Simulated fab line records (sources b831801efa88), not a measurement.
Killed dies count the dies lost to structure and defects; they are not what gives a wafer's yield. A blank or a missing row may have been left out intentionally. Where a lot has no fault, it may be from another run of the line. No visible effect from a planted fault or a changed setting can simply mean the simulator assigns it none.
fab line records	flow gf180mcu	part 1 of 2: steps 1 to 22 of 33
record: lots: 5	wafers: 15	last_day: 34
route steps=602 shown V4@491 MIM@503
lots that met no fault: taken from a fault-free run of the same line
start_h: hours from the record's opening day to when the first of the lot's shown wafers began	wait_h: hours elapsed since this lot's preceding step	" the same as in the row above	L1.1+2: a single row standing in for several wafers	- either no value or no given start	* or withheld: withheld	< > ~ a bound
route shown NAME@n: a module of which the file shows steps, and the number in the route of the first	usual: mean/standard deviation of fault-free wafers	same: alike in all rows	chamber/n: place in a boat	sites: each site's reading	_std_site: how widely they spread, as a standard deviation	_edge_site: mean of outer sites minus mean of inner sites	radius_mm: for every site, how far away it sits from the centre of the wafer	mask NAME#n: copy n	behind: the tool/chamber that last shaped the wafer	hold: cause of the lot's hold/its duration in hours/its outcome	device: the n, p or np transistor that did not switch	end of line: at the end of the route, the tests of the same wafers	a step given without rows: its recipe and nothing more	killed: dies that structure and defects cost at the first sort, which is not the same as the wafer's yield	map: a wafer's dies, marking killed ones x, the rest . and places with no die _
set.NAME: the run value of the setting; set.NAME@STEP: its run value at that earlier step	model.NAME: the simulator's own value behind a step, which no gauge read
certain route steps with their lots: each step a table, each wafer a row
services: the hour from which a tool's chamber was out of use, counted from the record's first day as start_h (under 0 if before that day), plus the number of hours and why
== steps ==
step: GF_V4_OVL_MEAS_15
usual: V4_OVL: 7/5.9
lot.wafer	tool	chamber	start_h	wait_h	V4_OVL[nm]
L076.1	overlay-02	-	596.12	0.1	10
L076.3	"	-	"	"	4
L076.4	"	-	"	"	12
L080.2	overlay-02	-	608.95	0.1	4
L080.3	"	-	"	"	9
L080.5	"	-	"	"	19
L081.1	overlay-01	-	621.47	0.1	3
L081.2	"	-	"	"	4
L081.6	"	-	"	"	5
L089.1	overlay-02	-	678.71	0.1	8
L089.4	"	-	"	"	10
L089.6	"	-	"	"	9
L097.3	overlay-02	-	729.63	0.1	11
L097.4	"	-	"	"	8
L097.5	"	-	"	"	4
step: GF_V4_ETCH_16
recipe: chemistry: N2/H2	target_depth_a: withheld	overetch_a: withheld	time_s: withheld	target: BARC	ion_energy_ev: 200	source_w: 500	bias_w: 100	pressure_mtorr: 30	n2_flow_sccm: 100	h2_flow_sccm: 200
usual: chamber_pressure_mTorr: 30.002/0.027	drypump_motor_current_A: 5.8/0.35	n2_flow_sccm: 100.0/0.35	oes_product_au: 0.856/0.0051	throttle_valve_pct: 13.224/0.0085
lot.wafer	tool	chamber	start_h	wait_h	chamber_pressure_mTorr	drypump_motor_current_A	n2_flow_sccm	oes_product_au	throttle_valve_pct
L076.1	rie_diel-02	1	596.16	0.0	30.032	5.7	100.4	0.857	13.219
L076.3	"	3	"	"	30.017	6.3	99.7	0.864	13.241
L076.4	"	2	"	"	30.058	5.6	99.9	0.858	13.226
L080.2	rie_diel-02	1	608.98	0.0	30.008	5.7	99.9	0.860	13.227
L080.3	"	0	"	"	29.992	6.3	99.8	0.866	13.227
L080.5	"	2	"	"	29.979	5.6	99.9	0.857	13.245
L081.1	rie_diel-02	2	621.51	0.0	30.004	5.6	100.4	0.854	13.217
L081.2	"	1	"	"	30.001	5.7	100.1	0.858	13.222
L081.6	"	0	"	"	29.966	6.3	100.1	0.860	13.231
L089.1	rie_diel-04	0	678.74	0.0	30.043	5.6	99.9	0.855	13.245
L089.4	"	2	"	"	29.972	5.9	99.5	0.860	13.233
L089.6	"	0	"	"	29.988	5.6	100.1	0.867	13.227
L097.3	rie_diel-02	3	729.66	0.0	30.036	6.2	99.6	0.855	13.225
L097.4	"	0	"	"	29.984	6.3	99.3	0.866	13.218
L097.5	"	2	"	"	29.972	5.6	99.7	0.862	13.226
step: GF_V4_ETCH_17
recipe: chemistry: C4F8/O2/Ar	mask_material: KrF	target: SiO2	stop_on: TiN	source_w: 1500	bias_w: 1200	pressure_mtorr: 40	c4f8_flow_sccm: withheld	O2_flow_sccm: 6	Ar_flow_sccm: 300	time_s: withheld	target_depth_a: 6300
usual: chamber_pressure_mTorr: 40.00/0.034	oes_product_au: 0.855/0.0049
lot.wafer	tool	chamber	start_h	wait_h	chamber_pressure_mTorr	oes_product_au
L076.1	rie_diel-02	1	-	-	39.99	0.856
L076.3	"	3	"	"	39.96	0.852
L076.4	"	2	"	"	40.01	0.853
L080.2	rie_diel-02	1	-	-	40.00	0.855
L080.3	"	0	"	"	40.00	0.853
L080.5	"	2	"	"	40.01	0.856
L081.1	rie_diel-02	2	-	-	40.04	0.858
L081.2	"	1	"	"	39.98	0.859
L081.6	"	0	"	"	39.95	0.855
L089.1	rie_diel-04	0	-	-	40.01	0.851
L089.4	"	2	"	"	39.99	0.847
L089.6	"	0	"	"	40.01	0.854
L097.3	rie_diel-02	3	-	-	40.03	0.868
L097.4	"	0	"	"	39.91	0.854
L097.5	"	2	"	"	39.98	0.861
step: GF_V4_STRIP_18
recipe: chemistry: O2/N2	power_w: 1400	pressure_mtorr: 1500	platen_temp_c: 250	o2_flow_sccm: 3000	n2_flow_sccm: 300	overash_fraction: 0.5
usual: chamber_pressure_mTorr: 1499.9/1.4	drypump_motor_current_A: 5.6/0.35	heater_power_w: 337/42	n2_flow_sccm: 300.1/0.89	oes_product_au: 0.593/0.005
lot.wafer	tool	chamber	start_h	wait_h	chamber_pressure_mTorr	drypump_motor_current_A	heater_power_w	n2_flow_sccm	oes_product_au	rf_hours_counter_h
L076.1	plasma_asher-04	1	596.29	-	1499.0	5.5	289	300.9	0.596	98
L076.3	"	1	"	"	1499.1	5.5	302	300.1	0.601	-
L076.4	"	0	"	"	1499.6	6.6	393	298.9	0.604	-
L080.2	plasma_asher-03	0	609.11	-	1499.9	5.5	307	298.9	0.595	19
L080.3	"	0	"	"	1499.3	5.5	310	298.6	0.596	-
L080.5	"	1	"	"	1500.8	5.5	351	300.1	0.596	-
L081.1	plasma_asher-03	0	621.64	-	1501.7	5.5	304	300.1	0.600	20
L081.2	"	1	"	"	1497.7	5.5	350	301.5	0.594	20
L081.6	"	1	"	"	1497.4	5.5	340	298.2	0.586	-
L089.1	plasma_asher-04	1	678.87	-	1500.4	5.5	295	299.2	0.595	107
L089.4	"	0	"	"	1499.0	6.6	388	300.9	0.590	-
L089.6	"	1	"	"	1499.8	5.5	298	299.5	0.592	-
L097.3	plasma_asher-02	1	729.82	-	1498.4	5.6	301	300.6	0.593	-
L097.4	"	0	"	"	1500.1	5.3	412	298.7	0.603	-
L097.5	"	0	"	"	1497.0	5.3	413	300.0	0.597	-
step: GF_V4_STRIP_19
recipe: chemistry: post_etch_residue_remover	time_s: 1200	temp_c: 72.5
same: time_s: 1200
lot.wafer	tool	chamber	start_h	wait_h
L076.1+3+4	wet_bench-01	0	596.39	0.1
L080.2+3+5	wet_bench-01	0	609.21	0.1
L081.1+2+6	wet_bench-01	3	621.74	0.1
L089.1+4+6	wet_bench-04	2	678.97	0.1
L097.3+4+5	wet_bench-02	0	729.88	0.0
step: GF_V4_CLEAN_20
recipe: chemistry: DIW	dry: n2_spin
lot.wafer	tool	chamber	start_h	wait_h
L076.1+3+4	wet_bench-02	3	596.73	0.0
L080.2+3+5	wet_bench-02	0	609.55	0.0
L081.1+2+6	wet_bench-02	1	622.08	0.0
L089.1+4+6	wet_bench-01	3	679.31	0.0
L097.3+4+5	wet_bench-01	0	730.26	0.0
step: GF_V4_SPUTTER_21
recipe: material: Ti	target_thk_nm: 15	chamber_pressure_pa: 5	power_w: 2500	substrate_temp_c: 200	time_s: 80.02
usual: substrate_temp_c: 199.98/0.17	throttle_valve_pct: 30.2/0.75
same: time_s: 80.02
lot.wafer	tool	chamber	start_h	wait_h	substrate_temp_c	throttle_valve_pct
L076.1	pvd_sputter-02	-	596.82	0.0	200.14	30.8
L076.3	"	-	"	"	199.82	28.5
L076.4	"	-	"	"	199.96	29.6
L080.2	pvd_sputter-03	-	609.64	0.0	199.64	30.0
L080.3	"	-	"	"	199.80	30.7
L080.5	"	-	"	"	199.80	31.4
L081.1	pvd_sputter-04	-	622.17	0.0	199.86	30.4
L081.2	"	-	"	"	199.97	29.1
L081.6	"	-	"	"	200.13	30.4
L089.1	pvd_sputter-04	-	679.40	0.0	199.86	29.6
L089.4	"	-	"	"	199.62	29.4
L089.6	"	-	"	"	199.86	29.6
L097.3	pvd_sputter-02	-	730.35	0.0	200.36	29.6
L097.4	"	-	"	"	200.26	29.7
L097.5	"	-	"	"	200.04	28.8
step: GF_V4_SPUTTER_22
recipe: material: TiN	target_thk_nm: 10	chamber_pressure_pa: 5	power_w: 4000	time_s: 40
usual: throttle_valve_pct: 30.2/0.75
same: time_s: 40
lot.wafer	tool	chamber	start_h	wait_h	throttle_valve_pct
L076.1	pvd_sputter-02	-	596.88	0.0	30.5
L076.3	"	-	"	"	28.5
L076.4	"	-	"	"	29.8
L080.2	pvd_sputter-03	-	609.71	0.0	30.6
L080.3	"	-	"	"	31.0
L080.5	"	-	"	"	31.2
L081.1	pvd_sputter-04	-	622.23	0.0	30.6
L081.2	"	-	"	"	29.5
L081.6	"	-	"	"	30.4
L089.1	pvd_sputter-04	-	679.47	0.0	29.5
L089.4	"	-	"	"	29.3
L089.6	"	-	"	"	29.5
L097.3	pvd_sputter-02	-	730.41	0.0	29.7
L097.4	"	-	"	"	29.6
L097.5	"	-	"	"	28.4
step: GF_V4_CVD_23
recipe: material: W	target_thk_nm: 350	time_s: 104.9	temp_c: 400	pressure_torr: 40
usual: heater_power_outer_w: 486/12	heater_power_w: 801/35
same: time_s: 104.9
lot.wafer	tool	chamber	start_h	wait_h	heater_power_outer_w	heater_power_w
L076.1	cvd_w-01	1	596.92	0.0	479	759
L076.3	"	1	"	"	477	772
L076.4	"	0	"	"	464	820
L080.2	cvd_w-01	0	609.74	0.0	469	820
L080.3	"	0	"	"	460	803
L080.5	"	0	"	"	483	797
L081.1	cvd_w-01	1	622.27	0.0	483	774
L081.2	"	0	"	"	461	819
L081.6	"	1	"	"	486	771
L089.1	cvd_w-02	0	679.50	0.0	497	759
L089.4	"	0	"	"	480	762
L089.6	"	1	"	"	486	856
L097.3	cvd_w-02	1	730.49	0.1	505	854
L097.4	"	0	"	"	498	793
L097.5	"	1	"	"	487	868
step: GF_V4_RS_MEAS_24
recipe: thk_meas_gauge: four-point-probe	reads: W_of_V4_CVD_23+TiN_of_V4_SPUTTER_22+Ti_of_V4_SPUTTER_21
usual: V4_W_RS: 0.331/0.0047
lot.wafer	tool	chamber	start_h	wait_h	V4_W_RS[ohm/sq]
L076.1	film_metro-01	-	597.03	0.1	0.325
L076.3	"	-	"	"	0.321
L076.4	"	-	"	"	0.322
L080.2	film_metro-04	-	609.88	0.1	0.332
L080.3	"	-	"	"	0.330
L080.5	"	-	"	"	0.330
L081.1	film_metro-04	-	622.38	0.1	0.325
L081.2	"	-	"	"	0.329
L081.6	"	-	"	"	0.331
L089.1	film_metro-03	-	679.62	0.1	0.331
L089.4	"	-	"	"	0.326
L089.6	"	-	"	"	0.335
L097.3	film_metro-01	-	730.60	0.1	0.346
L097.4	"	-	"	"	0.337
L097.5	"	-	"	"	0.340
step: GF_V4_THK_MEAS_25
recipe: thk_meas_gauge: xrf	reads: W_of_V4_CVD_23
usual: V4_W_THK: 352/5.9
lot.wafer	tool	chamber	start_h	wait_h	V4_W_THK[nm]
L076.1	film_metro-01	-	597.15	0.1	359
L076.3	"	-	"	"	365
L076.4	"	-	"	"	364
L080.2	film_metro-04	-	609.99	0.1	344
L080.3	"	-	"	"	349
L080.5	"	-	"	"	346
L081.1	film_metro-04	-	622.50	0.1	354
L081.2	"	-	"	"	351
L081.6	"	-	"	"	348
L089.1	film_metro-03	-	679.74	0.1	351
L089.4	"	-	"	"	358
L089.6	"	-	"	"	348
L097.3	film_metro-01	-	730.70	0.1	338
L097.4	"	-	"	"	347
L097.5	"	-	"	"	346
step: GF_V4_CMP_26
recipe: stop_on: SiO2	down_force_psi: 3.5	platen_rpm: 60	t_overpolish_s: 15	target_thk_nm: 0	pad_velocity_m_s: 0.94248
usual: head_pressure_psi: 3.501/0.0081	motor_current_A: 10.1/1.1	overpolish_run_s: 15.000/0.0095	platen_rpm: 60.00/0.04	slurry_flow_ml_min: 150.0/0.49	time_to_endpoint_s: 84/4.7
lot.wafer	tool	chamber	start_h	wait_h	head_pressure_psi	motor_current_A	overpolish_run_s	platen_rpm	slurry_flow_ml_min	time_to_endpoint_s
L076.1	cmp-01	1	597.26	0.1	3.508	8.9	14.989	60.00	149.9	85
L076.3	"	2	"	"	3.503	10.7	15.006	59.91	149.4	94
L076.4	"	3	"	"	3.500	8.8	14.989	60.04	150.0	79
L080.3	cmp-02	2	610.09	0.1	3.489	10.6	14.987	59.97	150.1	86
L080.2	"	3	"	"	3.511	11.2	14.989	60.00	149.9	86
L080.5	"	2	"	"	3.519	10.9	15.025	59.95	150.5	86
L081.2	cmp-01	2	622.66	0.1	3.514	10.5	15.001	59.92	149.9	90
L081.1	"	3	"	"	3.502	8.9	15.001	60.06	149.9	77
L081.6	"	1	"	"	3.498	9.0	14.992	59.96	150.1	86
L089.4	cmp-01	2	679.85	0.1	3.510	10.7	15.001	59.97	150.5	94
L089.1	"	3	"	"	3.495	8.1	14.978	59.98	150.3	80
L089.6	"	2	"	"	3.511	10.5	14.981	60.04	150.7	94
L097.4	cmp-01	2	730.79	0.1	3.493	10.5	14.997	60.01	150.4	91
L097.3	"	0	"	"	3.511	11.5	15.020	59.99	149.8	78
L097.5	"	1	"	"	3.505	9.1	14.992	60.08	149.9	80
step: GF_MIM_SPUTTER_00
recipe: material: Ti	target_thk_nm: 37.5	arriving_ion_energy_ev: 80	substrate_temp_c: 200	chamber_pressure_pa: 2	power_w: 4000	time_s: 150
usual: substrate_temp_c: 200.01/0.17	throttle_valve_pct: 30.2/0.58
same: time_s: 150
lot.wafer	tool	chamber	start_h	wait_h	substrate_temp_c	throttle_valve_pct
L076.1	pvd_sputter-03	-	597.51	0.2	199.73	31.3
L076.3	"	-	"	"	200.25	31.1
L076.4	"	-	"	"	199.75	30.6
L080.2	pvd_sputter-04	-	610.34	0.1	199.83	29.7
L080.3	"	-	"	"	199.89	29.3
L080.5	"	-	"	"	200.08	30.2
L081.1	pvd_sputter-04	-	622.86	0.1	200.00	29.5
L081.2	"	-	"	"	200.06	29.3
L081.6	"	-	"	"	199.91	29.7
L089.1	pvd_sputter-03	-	680.10	0.1	199.80	31.4
L089.4	"	-	"	"	199.98	30.4
L089.6	"	-	"	"	200.00	30.1
L097.3	pvd_sputter-04	-	731.04	0.1	199.99	30.4
L097.4	"	-	"	"	200.16	29.6
L097.5	"	-	"	"	200.17	29.5
step: GF_MIM_SPUTTER_01
recipe: material: TiN	target_thk_nm: 30	power_w: 6500	time_s: 25	chamber_pressure_pa: 0.4
usual: throttle_valve_pct: 30.1/0.58
same: time_s: 25
lot.wafer	tool	chamber	start_h	wait_h	throttle_valve_pct
L076.1	pvd_sputter-03	-	597.61	0.1	31.2
L076.3	"	-	"	"	31.1
L076.4	"	-	"	"	30.6
L080.2	pvd_sputter-04	-	610.44	0.1	29.8
L080.3	"	-	"	"	29.4
L080.5	"	-	"	"	30.5
L081.1	pvd_sputter-04	-	622.96	0.1	29.4
L081.2	"	-	"	"	29.4
L081.6	"	-	"	"	29.5
L089.1	pvd_sputter-03	-	680.20	0.1	31.1
L089.4	"	-	"	"	30.5
L089.6	"	-	"	"	30.0
L097.3	pvd_sputter-04	-	731.14	0.1	30.5
L097.4	"	-	"	"	29.5
L097.5	"	-	"	"	29.4
step: GF_MIM_SPUTTER_02
recipe: material: AlCu	target_thk_nm: 450	power_w: 10600	time_s: 23.9	chamber_pressure_pa: 0.4
usual: throttle_valve_pct: 30.1/0.59
same: time_s: 23.9
lot.wafer	tool	chamber	start_h	wait_h	throttle_valve_pct
L076.1	pvd_sputter-03	-	597.64	0.0	31.3
L076.3	"	-	"	"	31.0
L076.4	"	-	"	"	30.5
L080.2	pvd_sputter-04	-	610.47	0.0	29.9
L080.3	"	-	"	"	29.5
L080.5	"	-	"	"	30.5
L081.1	pvd_sputter-04	-	622.99	0.0	29.6
L081.2	"	-	"	"	29.7
L081.6	"	-	"	"	29.6
L089.1	pvd_sputter-03	-	680.23	0.0	31.1
L089.4	"	-	"	"	30.7
L089.6	"	-	"	"	30.4
L097.3	pvd_sputter-04	-	731.17	0.0	30.3
L097.4	"	-	"	"	29.8
L097.5	"	-	"	"	29.3
step: GF_MIM_SPUTTER_03
recipe: material: Ti	target_thk_nm: 10	substrate_temp_c: 300	chamber_pressure_pa: 0.3	power_w: 3000	time_s: 6.7
usual: substrate_temp_c: 299.96/0.19	throttle_valve_pct: 30.1/0.59
same: time_s: 6.7
lot.wafer	tool	chamber	start_h	wait_h	substrate_temp_c	throttle_valve_pct
L076.1	pvd_sputter-03	-	597.67	0.0	299.95	31.1
L076.3	"	-	"	"	300.09	31.1
L076.4	"	-	"	"	300.00	30.5
L080.2	pvd_sputter-04	-	610.50	0.0	300.18	29.9
L080.3	"	-	"	"	300.31	29.3
L080.5	"	-	"	"	299.67	30.4
L081.1	pvd_sputter-04	-	623.02	0.0	299.93	29.5
L081.2	"	-	"	"	300.00	29.3
L081.6	"	-	"	"	300.10	29.5
L089.1	pvd_sputter-03	-	680.26	0.0	299.86	31.3
L089.4	"	-	"	"	299.83	30.4
L089.6	"	-	"	"	300.26	30.2
L097.3	pvd_sputter-04	-	731.20	0.0	299.86	30.4
L097.4	"	-	"	"	300.15	29.4
L097.5	"	-	"	"	299.97	29.0
step: GF_MIM_SPUTTER_04
recipe: material: TiN	target_thk_nm: 50	power_w: 6500	time_s: 41.7	chamber_pressure_pa: 0.4
usual: throttle_valve_pct: 30.1/0.6
same: time_s: 41.7
lot.wafer	tool	chamber	start_h	wait_h	throttle_valve_pct
L076.1	pvd_sputter-03	-	597.69	0.0	31.7
L076.3	"	-	"	"	30.8
L076.4	"	-	"	"	30.6
L080.2	pvd_sputter-04	-	610.52	0.0	30.1
L080.3	"	-	"	"	29.1
L080.5	"	-	"	"	30.3
L081.1	pvd_sputter-04	-	623.04	0.0	29.6
L081.2	"	-	"	"	29.5
L081.6	"	-	"	"	29.5
L089.1	pvd_sputter-03	-	680.28	0.0	31.2
L089.4	"	-	"	"	30.4
L089.6	"	-	"	"	30.0
L097.3	pvd_sputter-04	-	731.22	0.0	30.2
L097.4	"	-	"	"	29.5
L097.5	"	-	"	"	29.4
step: GF_MIM_CVD_05
recipe: material: Si3N4	target_thk_nm: 42	temp_max_c: 400	temp_c: 385	time_s: 29.086	rf_w: 450
usual: heater_power_outer_w: 352/46	heater_power_w: 620/73
same: time_s: 29.086
lot.wafer	tool	chamber	start_h	wait_h	heater_power_outer_w	heater_power_w
L076.1	pecvd-02	1	597.73	0.0	373	623
L076.3	"	2	"	"	384	661
L076.4	"	0	"	"	379	641
L080.2	pecvd-02	0	610.56	0.0	385	640
L080.3	"	2	"	"	344	596
L080.5	"	2	"	"	328	604
L081.1	pecvd-04	0	623.08	0.0	456	795
L081.2	"	2	"	"	306	607
L081.6	"	0	"	"	461	814
L089.1	pecvd-01	0	680.32	0.0	290	545
L089.4	"	0	"	"	297	542
L089.6	"	2	"	"	351	640
L097.3	pecvd-04	0	731.26	0.0	395	686
L097.4	"	2	"	"	324	644
L097.5	"	1	"	"	267	476
step: GF_MIM_THK_MEAS_06
recipe: reads: Si3N4_of_MIM_CVD_05
usual: MIM_CVD_05_THK: 42.0/0.57
lot.wafer	tool	chamber	start_h	wait_h	MIM_CVD_05_THK[nm]
L076.1	film_metro-02	-	597.77	0.0	41.8
L076.3	"	-	"	"	42.2
L076.4	"	-	"	"	42.0
L080.2	film_metro-04	-	610.60	0.0	40.9
L080.3	"	-	"	"	41.4
L080.5	"	-	"	"	42.6
L081.1	film_metro-04	-	623.12	0.0	42.7
L081.2	"	-	"	"	41.9
L081.6	"	-	"	"	42.8
L089.1	film_metro-02	-	680.35	0.0	41.9
L089.4	"	-	"	"	43.4
L089.6	"	-	"	"	43.1
L097.3	film_metro-04	-	731.32	0.0	42.1
L097.4	"	-	"	"	42.7
L097.5	"	-	"	"	42.6
step: GF_MIM_SPUTTER_07
recipe: material: TiN	target_thk_nm: 60	power_w: 6500	time_s: 50	chamber_pressure_pa: 0.4
usual: throttle_valve_pct: 30.2/0.59
same: time_s: 50
lot.wafer	tool	chamber	start_h	wait_h	throttle_valve_pct
L076.1	pvd_sputter-04	-	597.83	0.1	29.7
L076.3	"	-	"	"	30.0
L076.4	"	-	"	"	30.3
L080.2	pvd_sputter-03	-	610.65	0.0	30.6
L080.3	"	-	"	"	30.9
L080.5	"	-	"	"	30.2
L081.1	pvd_sputter-01	-	623.18	0.1	29.4
L081.2	"	-	"	"	30.0
L081.6	"	-	"	"	29.8
L089.1	pvd_sputter-01	-	680.41	0.1	30.2
L089.4	"	-	"	"	30.0
L089.6	"	-	"	"	30.0
L097.3	pvd_sputter-01	-	731.36	0.0	30.1
L097.4	"	-	"	"	29.9
L097.5	"	-	"	"	29.6
step: GF_MIM_SPUTTER_08
recipe: material: AlCu	target_thk_nm: 200	power_w: 10600	time_s: 10.6	chamber_pressure_pa: 0.4
usual: throttle_valve_pct: 30.2/0.6
same: time_s: 10.6
lot.wafer	tool	chamber	start_h	wait_h	throttle_valve_pct
L076.1	pvd_sputter-04	-	597.87	0.0	29.6
L076.3	"	-	"	"	30.1
L076.4	"	-	"	"	30.5
L080.2	pvd_sputter-03	-	610.69	0.0	30.6
L080.3	"	-	"	"	31.2
L080.5	"	-	"	"	30.3
L081.1	pvd_sputter-01	-	623.22	0.0	29.7
L081.2	"	-	"	"	30.1
L081.6	"	-	"	"	29.9
L089.1	pvd_sputter-01	-	680.45	0.0	30.1
L089.4	"	-	"	"	30.0
L089.6	"	-	"	"	30.0
L097.3	pvd_sputter-01	-	731.40	0.0	30.0
L097.4	"	-	"	"	30.2
L097.5	"	-	"	"	29.8
step: GF_MIM_SPUTTER_09
recipe: material: TiN	target_thk_nm: 35	power_w: 6500	time_s: 29.2	chamber_pressure_pa: 0.4
usual: throttle_valve_pct: 30.2/0.63
same: time_s: 29.2
lot.wafer	tool	chamber	start_h	wait_h	throttle_valve_pct
L076.1	pvd_sputter-04	-	597.89	0.0	29.8
L076.3	"	-	"	"	29.9
L076.4	"	-	"	"	30.4
L080.2	pvd_sputter-03	-	610.72	0.0	30.4
L080.3	"	-	"	"	30.9
L080.5	"	-	"	"	30.5
L081.1	pvd_sputter-01	-	623.24	0.0	29.5
L081.2	"	-	"	"	30.0
L081.6	"	-	"	"	30.2
L089.1	pvd_sputter-01	-	680.48	0.0	29.8
L089.4	"	-	"	"	29.9
L089.6	"	-	"	"	29.9
L097.3	pvd_sputter-01	-	731.42	0.0	30.0
L097.4	"	-	"	"	30.0
L097.5	"	-	"	"	29.7
